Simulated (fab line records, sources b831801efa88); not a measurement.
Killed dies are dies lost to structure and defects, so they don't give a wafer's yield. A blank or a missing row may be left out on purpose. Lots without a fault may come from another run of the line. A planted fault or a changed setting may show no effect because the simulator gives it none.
fab line records | flow gf180mcu
record lots=5 wafers=15 last_day=32
route steps=602 shown STI@4
lots that met no fault: from a run of the same line without faults
start_h: hours from the record's first day to the start of the lot's first wafer shown | wait_h: hours since the lot's step before | " the same as in the row above | L1.1+2: a row that stands for several wafers | - no value, or no start given | * or withheld: withheld | < > ~ a bound
route shown NAME@n: a module of which the file shows steps, and the number in the route of the first | usual: mean/standard deviation of fault-free wafers | same: alike in all rows | chamber/n: place in a boat | sites: the reading at each site | _std_site: their standard deviation | _edge_site: outer sites' mean less inner sites' | radius_mm: how far each site lies from the wafer's centre | mask NAME#n: copy n | behind: the tool/chamber that last shaped the wafer | hold: why the lot was held/for how many hours/how that ended | device: the transistor (n, p or np) that didn't switch | end of line: the same wafers' tests at the end of the route | a step without rows: its recipe alone | killed: dies lost to structure and defects at the first sort, not the wafer's yield | map: a wafer's dies, x killed, . not, _ none there
set.NAME: the setting as run; set.NAME@STEP: as run at that earlier step | model.NAME: the simulator's own value behind a step, which no gauge read
lots at some steps of the route; a table a step, a row a wafer
services: from which hour (start_h, from the record's first day; less than 0 if before it) a tool's chamber was out of use, for how many hours, and why
## steps
# step GF_STI_CVD_03
# recipe material=Si3N4 precursor=DCS/NH3 target_thk_nm=207.16 temp_c=770 time_s=3551 pressure_mtorr=250
# usual zone_power_upper_pct=12.8/1.3
# columns lot.wafer tool chamber start_h wait_h zone_power_upper_pct
L074.1 lpcvd-01 1 16.76 0.1 12.8
L074.2 " 1 " " 12.7
L074.6 " 1 " " 12.6
L078.1 lpcvd-01 1 31.57 0.1 12.9
L078.3 " 1 " " 12.7
L078.5 " 1 " " 12.8
L081.1 lpcvd-01 0 47.06 0.1 14.3
L081.3 " 0 " " 14.3
L081.6 " 0 " " 14.0
L083.1 lpcvd-02 0 57.83 0.1 11.4
L083.3 " 0 " " 11.7
L083.4 " 0 " " 11.5
L090.1 lpcvd-02 1 91.64 0.1 14.8
L090.3 " 1 " " 15.0
L090.6 " 1 " " 15.0
# step GF_STI_THK_MEAS_04
# recipe reads=Si3N4_of_STI_CVD_03
# usual STI_CVD_03_THK=207.3/2
# columns lot.wafer tool chamber start_h wait_h STI_CVD_03_THK[nm]
L074.1 film_metro-02 - 18.74 0.0 208.0
L074.2 " - " " 206.7
L074.6 " - " " 207.1
L078.1 film_metro-03 - 33.56 0.0 208.7
L078.3 " - " " 207.1
L078.5 " - " " 207.7
L081.1 film_metro-02 - 49.04 0.0 207.4
L081.3 " - " " 206.3
L081.6 " - " " 207.2
L083.1 film_metro-02 - 59.81 0.0 205.4
L083.3 " - " " 205.6
L083.4 " - " " 205.8
L090.1 film_metro-02 - 93.63 0.0 205.9
L090.3 " - " " 207.9
L090.6 " - " " 208.2
# step GF_STI_DEHYDRATE_05
# recipe temp_c=200 time_s=60
# usual heater_power_total_W=160.39/0.13 resist_line_temp_C=22.97/0.11
# columns lot.wafer tool chamber start_h wait_h heater_power_total_W resist_line_temp_C
L074.1 litho_track-04 0 23.39 4.6 160.42 23.09
L074.2 " 0 " " 160.45 23.12
L074.6 " 0 " " 160.59 22.95
L078.1 litho_track-02 0 38.81 5.2 160.56 23.28
L078.3 " 0 " " 160.17 23.27
L078.5 " 0 " " 160.34 23.27
L081.1 litho_track-02 0 54.96 5.9 160.57 22.85
L081.3 " 0 " " 160.27 23.04
L081.6 " 0 " " 160.19 22.90
L083.1 litho_track-02 0 65.56 5.7 160.54 22.84
L083.3 " 0 " " 160.15 22.95
L083.4 " 0 " " 160.35 22.88
L090.1 litho_track-02 0 100.06 6.4 160.32 23.08
L090.3 " 0 " " 160.55 22.94
L090.6 " 0 " " 160.42 22.98
# step GF_STI_HMDS_06
# recipe prime_time_s=60 prime_temp_c=120
# usual resist_line_temp_C=23.00/0.12
# columns lot.wafer tool chamber start_h wait_h resist_line_temp_C
L074.1 litho_track-04 0 23.54 0.1 23.08
L074.2 " 0 " " 22.99
L074.6 " 0 " " 22.96
L078.1 litho_track-02 0 38.96 0.1 22.96
L078.3 " 0 " " 22.87
L078.5 " 0 " " 22.85
L081.1 litho_track-02 0 55.11 0.1 22.82
L081.3 " 0 " " 22.93
L081.6 " 0 " " 22.78
L083.1 litho_track-02 0 65.71 0.1 23.07
L083.3 " 0 " " 22.96
L083.4 " 0 " " 23.06
L090.1 litho_track-02 0 100.21 0.1 22.89
L090.3 " 0 " " 23.06
L090.6 " 0 " " 22.96
# step GF_STI_COAT_07
# recipe resist=KrF spin_rpm=withheld resist_thk_nm=700
# usual resist_line_temp_C=23.00/0.1
# columns lot.wafer tool chamber start_h wait_h resist_line_temp_C
L074.1 litho_track-04 0 23.69 0.1 22.91
L074.2 " 0 " " 23.03
L074.6 " 0 " " 22.94
L078.1 litho_track-02 0 39.11 0.1 22.86
L078.3 " 0 " " 23.04
L078.5 " 0 " " 23.00
L081.1 litho_track-02 0 55.26 0.1 22.95
L081.3 " 0 " " 23.08
L081.6 " 0 " " 23.02
L083.1 litho_track-02 0 65.86 0.1 23.19
L083.3 " 0 " " 22.98
L083.4 " 0 " " 22.99
L090.1 litho_track-02 0 100.36 0.1 22.96
L090.3 " 0 " " 22.88
L090.6 " 0 " " 23.00
# step GF_STI_SOFTBAKE_08
# recipe temp_c=130 time_s=60 resist=KrF
# usual heater_power_total_W=93.05/0.062 resist_line_temp_C=22.99/0.12
# columns lot.wafer tool chamber start_h wait_h heater_power_total_W resist_line_temp_C
L074.1 litho_track-04 0 23.84 0.1 93.04 22.77
L074.2 " 0 " " 93.03 22.76
L074.6 " 0 " " 93.03 22.85
L078.1 litho_track-02 0 39.26 0.1 93.17 22.95
L078.3 " 0 " " 93.08 22.95
L078.5 " 0 " " 93.04 22.97
L081.1 litho_track-02 0 55.41 0.1 92.95 23.00
L081.3 " 0 " " 93.07 23.08
L081.6 " 0 " " 93.05 23.15
L083.1 litho_track-02 0 66.01 0.1 93.04 23.02
L083.3 " 0 " " 93.14 23.01
L083.4 " 0 " " 93.07 22.97
L090.1 litho_track-02 0 100.51 0.1 93.09 23.04
L090.3 " 0 " " 93.04 23.14
L090.6 " 0 " " 93.11 23.14
# step GF_STI_EXPOSE_09
# recipe mask_id=COMP target_cd_nm=220 na=0.68 source_shape=conventional sigma_outer=0.6 dose_mj=28
# columns lot.wafer tool chamber start_h wait_h mask
L074.1+2+6 krf_scanner-02 0 - - COMP#0
L078.1+3+5 krf_scanner-01 0 - - COMP#0
L081.1+3+6 krf_scanner-02 0 - - COMP#0
L083.1+3+4 krf_scanner-01 0 - - COMP#0
L090.1+3+6 krf_scanner-02 0 - - COMP#0
# step GF_STI_PEB_10
# recipe peb_temp_c=135 peb_time_s=90 resist=KrF
# usual heater_power_total_W=85.70/0.085 resist_line_temp_C=23.01/0.11
# columns lot.wafer tool chamber start_h wait_h heater_power_total_W resist_line_temp_C
L074.1 litho_track-04 0 - - 85.76 22.98
L074.2 " 0 " " 85.56 23.05
L074.6 " 0 " " 85.59 22.94
L078.1 litho_track-02 0 - - 85.62 22.71
L078.3 " 0 " " 85.70 23.04
L078.5 " 0 " " 85.68 23.06
L081.1 litho_track-02 0 - - 85.76 23.06
L081.3 " 0 " " 85.68 22.96
L081.6 " 0 " " 85.79 22.98
L083.1 litho_track-01 0 - - 85.55 22.91
L083.3 " 0 " " 85.80 23.19
L083.4 " 0 " " 85.63 23.19
L090.1 litho_track-02 0 - - 85.60 22.91
L090.3 " 0 " " 85.64 22.94
L090.6 " 0 " " 85.69 23.15
# step GF_STI_DEVELOP_11
# recipe develop_time_s=60 dev_temp_c=21
# usual developer_temp_C=20.99/0.1 resist_line_temp_C=23.00/0.087
# columns lot.wafer tool chamber start_h wait_h developer_temp_C resist_line_temp_C
L074.1 litho_track-04 0 29.74 0.2 20.95 22.92
L074.2 " 0 " " 20.95 22.82
L074.6 " 0 " " 21.13 22.85
L078.1 litho_track-02 0 45.36 0.2 21.12 23.05
L078.3 " 0 " " 20.97 23.06
L078.5 " 0 " " 21.03 22.84
L081.1 litho_track-02 0 61.56 0.2 20.93 22.96
L081.3 " 0 " " 20.98 23.19
L081.6 " 0 " " 20.92 22.91
L083.1 litho_track-01 0 72.45 0.2 20.98 23.01
L083.3 " 0 " " 20.93 23.02
L083.4 " 0 " " 20.96 22.99
L090.1 litho_track-02 0 107.31 0.2 20.92 22.86
L090.3 " 0 " " 21.00 22.89
L090.6 " 0 " " 20.85 22.98
# step GF_STI_CD_MEAS_12
# recipe target_cd_nm=220
# usual cd_nm=220.3/1.4
# columns lot.wafer tool chamber start_h wait_h cd_nm
L074.1 cd_sem-01 - 29.89 0.1 218.1
L074.2 " - " " 218.5
L074.6 " - " " 218.8
L078.1 cd_sem-01 - 45.51 0.1 223.0
L078.3 " - " " 222.3
L078.5 " - " " 222.9
L081.1 cd_sem-02 - 61.71 0.1 220.0
L081.3 " - " " 219.4
L081.6 " - " " 219.3
L083.1 cd_sem-02 - 72.60 0.1 220.9
L083.3 " - " " 219.7
L083.4 " - " " 221.8
L090.1 cd_sem-02 - 107.46 0.1 221.5
L090.3 " - " " 220.8
L090.6 " - " " 221.4
# step GF_STI_ETCH_13
# recipe chemistry=CHF3/O2 stop_on=Si over_etch_frac=0.3 target_depth_a=2823.1 source_w=600 bias_w=200 pressure_mtorr=40 chf3_flow_sccm=50 O2_flow_sccm=5 time_s=112.9
# usual drypump_motor_current_A=5.7/0.34 oes_product_au=0.832/0.0067 throttle_valve_pct=8.811/0.0096
# columns lot.wafer tool chamber start_h wait_h drypump_motor_current_A oes_product_au rf_hours_counter_h throttle_valve_pct
L074.1 rie_diel-03 2 30.01 0.1 5.7 0.842 114 8.817
L074.2 " 3 " " 5.5 0.833 53 8.814
L074.6 " 3 " " 5.5 0.831 - 8.816
L078.1 rie_diel-02 2 45.63 0.1 6.1 0.833 115 8.813
L078.3 " 1 " " 5.5 0.828 26 8.801
L078.5 " 2 " " 6.0 0.839 - 8.822
L081.1 rie_diel-03 2 61.83 0.1 5.7 0.833 115 8.787
L081.3 " 3 " " 5.6 0.832 53 8.815
L081.6 " 3 " " 5.5 0.833 - 8.819
L083.1 rie_diel-04 1 72.72 0.1 6.0 0.832 116 8.816
L083.3 " 3 " " 6.1 0.821 63 8.821
L083.4 " 3 " " 6.1 0.828 - 8.797
L090.1 rie_diel-04 1 107.58 0.1 6.0 0.828 117 8.796
L090.3 " 2 " " 6.3 0.832 145 8.816
L090.6 " 1 " " 6.0 0.828 - 8.818
# step GF_STI_ETCH_14
# recipe target=Si chemistry=HBr/Cl2/O2 target_depth_nm=360 icp_w=600 bias_w=150 pressure_mtorr=15 HBr_flow_sccm=150 Cl2_flow_sccm=40 O2_flow_sccm=6 time_s=102.9
# usual drypump_motor_current_A=5.7/0.3 he_backside_leak_sccm=2.73/0.29 oes_product_au=1.008/0.012 throttle_valve_pct=25.651/0.012
# columns lot.wafer tool chamber start_h wait_h drypump_motor_current_A he_backside_leak_sccm oes_product_au rf_hours_counter_h throttle_valve_pct
L074.1 rie_si-02 1 30.08 0.0 5.3 2.55 1.013 47 25.666
L074.2 " 0 " " 6.0 2.67 1.020 120 25.645
L074.6 " 3 " " 6.0 2.99 1.022 - 25.648
L078.1 rie_si-02 3 45.71 0.0 6.0 2.92 1.021 0 25.641
L078.3 " 0 " " 6.0 2.72 1.013 120 25.648
L078.5 " 0 " " 6.0 2.72 1.008 - 25.647
L081.1 rie_si-02 2 61.91 0.0 5.6 2.69 1.018 61 25.646
L081.3 " 1 " " 5.3 2.33 1.012 48 25.647
L081.6 " 2 " " 5.6 2.68 1.004 - 25.668
L083.1 rie_si-01 0 72.80 0.0 5.8 2.85 0.987 1 25.659
L083.3 " 2 " " 5.0 2.97 1.004 152 25.654
L083.4 " 3 " " 6.0 2.67 0.987 61 25.661
L090.1 rie_si-02 2 107.66 0.0 5.6 2.52 1.006 61 25.663
L090.3 " 0 " " 6.0 2.74 1.003 121 25.664
L090.6 " 1 " " 5.3 2.50 1.006 - 25.632
# step GF_STI_STRIP_15
# recipe chemistry=O2/N2 power_w=1400 pressure_mtorr=1500 platen_temp_c=250 o2_flow_sccm=3000 n2_flow_sccm=300 overash_fraction=0.5
# usual drypump_motor_current_A=5.94/0.24 heater_power_w=333/45 n2_flow_sccm=300.0/0.89 oes_product_au=0.383/0.0047 strip_time_to_endpoint_s=3.71/0.039
# columns lot.wafer tool chamber start_h wait_h drypump_motor_current_A heater_power_w n2_flow_sccm oes_product_au rf_hours_counter_h strip_time_to_endpoint_s
L074.1 plasma_asher-01 1 30.16 0.0 5.98 352 300.8 0.379 22 3.70
L074.2 " 0 " " 5.70 308 300.2 0.384 22 3.70
L074.6 " 1 " " 6.00 355 299.9 0.387 - 3.69
L078.1 plasma_asher-01 0 45.78 0.0 5.66 304 299.1 0.381 24 3.68
L078.3 " 1 " " 6.02 355 299.4 0.383 - 3.69
L078.5 " 0 " " 5.70 322 299.1 0.381 - 3.75
L081.1 plasma_asher-04 1 61.98 0.0 6.22 276 300.3 0.392 40 3.69
L081.3 " 0 " " 5.55 336 300.2 0.388 - 3.71
L081.6 " 1 " " 6.26 270 299.4 0.383 - 3.75
L083.1 plasma_asher-01 0 72.87 0.0 5.73 311 300.4 0.381 27 3.70
L083.3 " 0 " " 5.70 314 299.8 0.376 - 3.71
L083.4 " 1 " " 6.06 349 298.9 0.389 - 3.69
L090.1 plasma_asher-04 0 107.73 0.0 5.58 347 301.1 0.382 44 3.68
L090.3 " 1 " " 6.25 270 300.4 0.378 - 3.73
L090.6 " 1 " " 6.26 282 300.4 0.378 - 3.68
# step GF_STI_CLEAN_16
# recipe chemistry=dHF time_s=25 dilution=100:1
# columns lot.wafer tool chamber start_h wait_h
L074.1+2+6 wet_bench-03 1 30.26 0.1
L078.1+3+5 wet_bench-03 0 45.88 0.1
L081.1+3+6 wet_bench-02 3 62.08 0.1
L083.1+3+4 wet_bench-03 0 72.97 0.1
L090.1+3+6 wet_bench-02 2 107.83 0.1
# step GF_STI_WET_ETCH_17
# recipe chemistry=H3PO4 target_depth_nm=45 temp_c=160 target=Si3N4 time_s=514
# usual bath_guard_temp_C=159.9/0.31 temp_c=160.02/0.15
# columns lot.wafer tool chamber start_h wait_h bath_guard_temp_C temp_c
L074.1 wet_bench-04 2 30.27 0.0 160.0 159.99
L074.2 " 2 " " 159.8 160.00
L074.6 " 2 " " 160.3 160.11
L078.1 wet_bench-04 1 45.90 0.0 160.3 160.01
L078.3 " 1 " " 159.8 160.05
L078.5 " 1 " " 160.3 159.74
L081.1 wet_bench-04 1 62.10 0.0 160.0 160.16
L081.3 " 1 " " 160.3 159.97
L081.6 " 1 " " 160.0 159.90
L083.1 wet_bench-04 0 72.99 0.0 159.9 160.05
L083.3 " 0 " " 159.8 160.33
L083.4 " 0 " " 159.6 160.03
L090.1 wet_bench-03 2 107.85 0.0 159.7 160.14
L090.3 " 2 " " 159.8 160.03
L090.6 " 2 " " 159.8 159.91
# step GF_STI_CLEAN_18
# recipe chemistry=SC1/SC2 mix=1:4:20 temp_c=70 time_s=150
# usual bath_guard_temp_C=69.93/0.29 temp_c=70.04/0.12
# columns lot.wafer tool chamber start_h wait_h bath_guard_temp_C temp_c
L074.1 wet_bench-03 1 30.42 0.0 69.93 70.19
L074.2 " 1 " " 70.06 70.10
L074.6 " 1 " " 70.26 70.02
L078.1 wet_bench-03 3 46.05 0.0 70.20 69.82
L078.3 " 3 " " 70.28 69.85
L078.5 " 3 " " 69.98 70.08
L081.1 wet_bench-03 3 62.25 0.0 69.77 69.99
L081.3 " 3 " " 69.97 70.19
L081.6 " 3 " " 70.37 69.90
L083.1 wet_bench-02 0 73.14 0.0 70.09 70.02
L083.3 " 0 " " 69.78 70.09
L083.4 " 0 " " 70.36 70.02
L090.1 wet_bench-04 3 108.00 0.0 69.25 70.07
L090.3 " 3 " " 69.83 70.11
L090.6 " 3 " " 69.70 70.27
# step GF_STI_CLEAN_19
# recipe chemistry=dHF time_s=20 dilution=100:1
# columns lot.wafer tool chamber start_h wait_h
L074.1+2+6 wet_bench-04 2 30.47 0.0
L078.1+3+5 wet_bench-04 2 46.11 0.0
L081.1+3+6 wet_bench-02 2 62.30 0.0
L083.1+3+4 wet_bench-03 2 73.19 0.0
L090.1+3+6 wet_bench-02 3 108.05 0.0
# step GF_STI_WET_ETCH_20
# recipe chemistry=dHF dilution=100:1 target_depth_nm=20 temp_c=25 dry=ipa_marangoni target=SiO2 time_s=400
# usual temp_c=25.00/0.11
# columns lot.wafer tool chamber start_h wait_h temp_c
L074.1 wet_bench-03 0 30.49 0.0 25.02
L074.2 " 0 " " 25.00
L074.6 " 0 " " 25.00
L078.1 wet_bench-03 1 46.12 0.0 24.98
L078.3 " 1 " " 25.07
L078.5 " 1 " " 25.06
L081.1 wet_bench-04 3 62.32 0.0 25.06
L081.3 " 3 " " 25.06
L081.6 " 3 " " 25.02
L083.1 wet_bench-04 2 73.20 0.0 24.85
L083.3 " 2 " " 25.03
L083.4 " 2 " " 25.08
L090.1 wet_bench-03 3 108.06 0.0 24.93
L090.3 " 3 " " 24.96
L090.6 " 3 " " 25.05
# step GF_STI_OXIDATION_21
# recipe temp_c=1000 ambient=O2 stabilise_s=600 purge_s=300 target_thk_a=150 ox_time_s=458
# usual zone_power_upper_pct=24.88/0.27
# columns lot.wafer tool chamber start_h wait_h zone_power_upper_pct
L074.1 furnace-01 0 31.20 0.6 24.70
L074.2 " 0 " " 24.43
L074.6 " 0 " " 24.95
L078.1 furnace-02 0 47.00 0.7 24.73
L078.3 " 0 " " 25.13
L078.5 " 0 " " 25.13
L081.1 furnace-01 0 67.48 5.0 24.75
L081.3 " 0 " " 24.59
L081.6 " 0 " " 24.42
L083.1 furnace-01 0 77.15 3.8 24.71
L083.3 " 0 " " 24.95
L083.4 " 0 " " 24.73
L090.1 furnace-02 0 108.18 0.0 24.71
L090.3 " 0 " " 25.26
L090.6 " 0 " " 25.05
# step GF_STI_THK_MEAS_22
# recipe reads=SiO2_of_STI_OXIDATION_21
# usual STI_OXIDATION_01_THK=14.9/0.33
# columns lot.wafer tool chamber start_h wait_h STI_OXIDATION_01_THK[nm]
L074.1 film_metro-02 - 32.33 0.0 14.8
L074.2 " - " " 15.0
L074.6 " - " " 14.8
L078.1 film_metro-02 - 48.12 0.0 14.5
L078.3 " - " " 14.6
L078.5 " - " " 14.6
L081.1 film_metro-03 - 68.61 0.0 15.4
L081.3 " - " " 15.2
L081.6 " - " " 15.1
L083.1 film_metro-02 - 78.28 0.0 15.3
L083.3 " - " " 15.5
L083.4 " - " " 15.1
L090.1 film_metro-02 - 109.31 0.0 14.6
L090.3 " - " " 14.5
L090.6 " - " " 14.3
# step GF_STI_CVD_23
# recipe material=SiO2 target_thk_nm=650 sigma_open_frac=0.3 time_s=108.3 temp_c=600 sih4_flow_sccm=60 pressure_mtorr=6
# columns lot.wafer tool chamber start_h wait_h
L074.1+2+6 hdpcvd-01 2,0,1 32.39 0.1
L078.1+3+5 hdpcvd-02 0,1,0 48.18 0.1
L081.1+3+6 hdpcvd-01 2,0,2 68.67 0.1
L083.1+3+4 hdpcvd-01 0,1,0 78.34 0.1
L090.1+3+6 hdpcvd-02 1,0,1 109.37 0.1
# step GF_STI_THK_MEAS_24
# recipe reads=SiO2_of_STI_CVD_23
# usual STI_CVD_23_THK=650/6.8
# columns lot.wafer tool chamber start_h wait_h STI_CVD_23_THK[nm]
L074.1 film_metro-02 - 32.46 0.0 651
L074.2 " - " " 646
L074.6 " - " " 652
L078.1 film_metro-03 - 48.26 0.0 651
L078.3 " - " " 647
L078.5 " - " " 645
L081.1 film_metro-02 - 68.75 0.0 648
L081.3 " - " " 640
L081.6 " - " " 654
L083.1 film_metro-04 - 78.41 0.0 653
L083.3 " - " " 642
L083.4 " - " " 650
L090.1 film_metro-02 - 109.45 0.0 650
L090.3 " - " " 637
L090.6 " - " " 653
# step GF_STI_CMP_25
# recipe stop_on=Si3N4 t_overpolish_s=33 down_force_psi=4 platen_rpm=60 target_thk_nm=524.6 pad_velocity_m_s=0.94248
# usual motor_current_A=12.1/1.2 overpolish_run_s=33.001/0.0084 slurry_filter_dp_kPa=13.50/0.15 time_to_endpoint_s=121/5.6
# columns lot.wafer tool chamber start_h wait_h motor_current_A overpolish_run_s slurry_filter_dp_kPa time_to_endpoint_s
L074.2 cmp-01 1 32.62 0.1 13.2 33.014 13.59 125
L074.1 " 2 " " 12.6 33.011 13.48 130
L074.6 " 0 " " 9.8 33.002 13.68 125
L078.3 cmp-02 3 48.32 0.0 12.4 32.992 13.43 112
L078.1 " 0 " " 12.7 32.989 13.26 117
L078.5 " 0 " " 13.3 33.005 13.44 118
L081.3 cmp-02 3 68.86 0.1 12.3 33.001 13.40 115
L081.1 " 1 " " 11.6 33.004 13.36 115
L081.6 " 2 " " 13.5 32.980 13.28 119
L083.3 cmp-02 3 78.47 0.0 11.9 33.008 13.48 117
L083.4 " 0 " " 13.1 32.998 13.82 124
L083.1 " 2 " " 13.6 32.982 13.55 118
L090.1 cmp-01 0 109.56 0.1 9.3 33.003 13.42 117
L090.3 " 1 " " 13.9 32.986 13.33 123
L090.6 " 0 " " 9.5 33.007 13.35 119
# step GF_STI_WET_ETCH_26
# recipe chemistry=dHF target_depth_nm=94 target=SiO2 temp_c=25 dilution=10:1 time_s=188
# usual temp_c=25.03/0.1
# columns lot.wafer tool chamber start_h wait_h temp_c
L074.1 wet_bench-04 2 32.82 0.1 24.92
L074.2 " 2 " " 24.87
L074.6 " 2 " " 24.83
L078.1 wet_bench-03 3 48.62 0.2 25.16
L078.3 " 3 " " 25.19
L078.5 " 3 " " 24.98
L081.1 wet_bench-04 1 69.11 0.1 25.09
L081.3 " 1 " " 25.21
L081.6 " 1 " " 25.14
L083.1 wet_bench-02 3 78.77 0.1 24.90
L083.3 " 3 " " 24.76
L083.4 " 3 " " 24.93
L090.1 wet_bench-02 2 109.81 0.2 24.89
L090.3 " 2 " " 24.95
L090.6 " 2 " " 25.00
## services
# columns tool chamber start_h hours kind
lpcvd-01 - -7.03 4.1 repair
cmp-01 - -1.56 2.7 repair
furnace-02 - -0.23 20.7 repair
cmp-02 - 5.65 11.3 pm
lpcvd-01 - 7.18 0.3 repair
cmp-01 - 15.44 10.9 repair
cmp-01 - 22.33 2.2 repair
lpcvd-01 - 23.37 6.0 pm
krf_scanner-01 - 25.79 1.3 pm
cmp-02 - 26.38 8.8 pm
rie_si-02 - 35.25 0.2 repair
krf_scanner-01 - 38.91 0.5 repair
krf_scanner-02 - 41.44 0.8 pm
rie_diel-03 3 43.82 5.3 repair
cmp-01 - 44.57 2.3 repair
krf_scanner-01 - 58.77 1.0 pm
cmp-01 - 64.00 4.0 pm
krf_scanner-01 - 66.89 0.8 pm
rie_diel-04 2 68.70 6.8 repair
krf_scanner-02 - 71.97 1.0 pm
hdpcvd-02 1 78.08 11.1 repair
rie_si-02 1 78.48 5.8 repair
krf_scanner-02 - 88.03 1.3 pm
hdpcvd-01 0 101.69 12.6 repair
## key
fault none
